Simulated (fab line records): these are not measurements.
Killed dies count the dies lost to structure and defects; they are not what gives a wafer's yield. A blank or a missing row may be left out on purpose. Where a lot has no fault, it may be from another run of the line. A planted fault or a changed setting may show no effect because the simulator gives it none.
Matching of chambers / flow sky130 / SKY_VIA3_ETCH_15 on rie_diel-01: 4 sister chambers
The step etches SiO2 in C4F8/O2/Ar, stops on TiN, target depth 507 nm, time 78 s. 8 wafers are shown with their chamber, then 7 later ones without.

WAFERS PAIRED WITH THEIR CHAMBERS
wafer=L077.1; chamber=0; oes_product_au (a.u.)=0.947
wafer=L084.1; chamber=2; oes_product_au (a.u.)=0.940
wafer=L084.2; chamber=0; oes_product_au (a.u.)=0.944
wafer=L084.4; chamber=1; oes_product_au (a.u.)=0.946
wafer=L084.5; chamber=3; oes_product_au (a.u.)=0.942
wafer=L084.6; chamber=2; oes_product_au (a.u.)=0.950
wafer=L083.2; chamber=3; oes_product_au (a.u.)=0.942
wafer=L083.4; chamber=1; oes_product_au (a.u.)=0.946

WAFERS WITHOUT THEIR CHAMBER
wafer=L083.5; oes_product_au (a.u.)=0.946
wafer=L093.2; oes_product_au (a.u.)=0.930
wafer=L093.4; oes_product_au (a.u.)=0.939
wafer=L093.6; oes_product_au (a.u.)=0.944
wafer=L096.2; oes_product_au (a.u.)=0.943
wafer=L096.4; oes_product_au (a.u.)=0.946
wafer=L096.6; oes_product_au (a.u.)=0.942

CHAMBER TAKEN BY EACH
wafer=L083.5; from the rows above=can't be placed: 1 or 0 or 2 or 3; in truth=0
wafer=L093.2; from the rows above=can't be placed: 3 or 2 or 0 or 1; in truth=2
wafer=L093.4; from the rows above=can't be placed: 3 or 2 or 0 or 1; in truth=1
wafer=L093.6; from the rows above=can't be placed: 2 or 0 or 1 or 3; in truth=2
wafer=L096.2; from the rows above=can't be placed: 3 or 2 or 0 or 1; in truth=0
wafer=L096.4; from the rows above=can't be placed: 1 or 0 or 2 or 3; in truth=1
wafer=L096.6; from the rows above=can't be placed: 3 or 2 or 0 or 1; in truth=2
Correctly placed: 0 of 7. Unplaceable from these rows: 7, with the true chamber sitting among the candidates in 7. 0 placed wrongly.
How it was worked out, from the rows above alone: a wafer's distance from a chamber is the root of the sum, over the readings, of the square of ((its reading less the chamber's mean) divided by the reading's scatter). If the next closest chamber is less than 2 further off than the closest, the wafer can't be placed; otherwise it belongs to the closest. For every chamber, the mean is computed from those of its wafers that are shown. How the scatter is found: for the shown wafers, subtract from each reading the mean of its chamber, square and add these, divide the total by (wafers less chambers), then take the root.
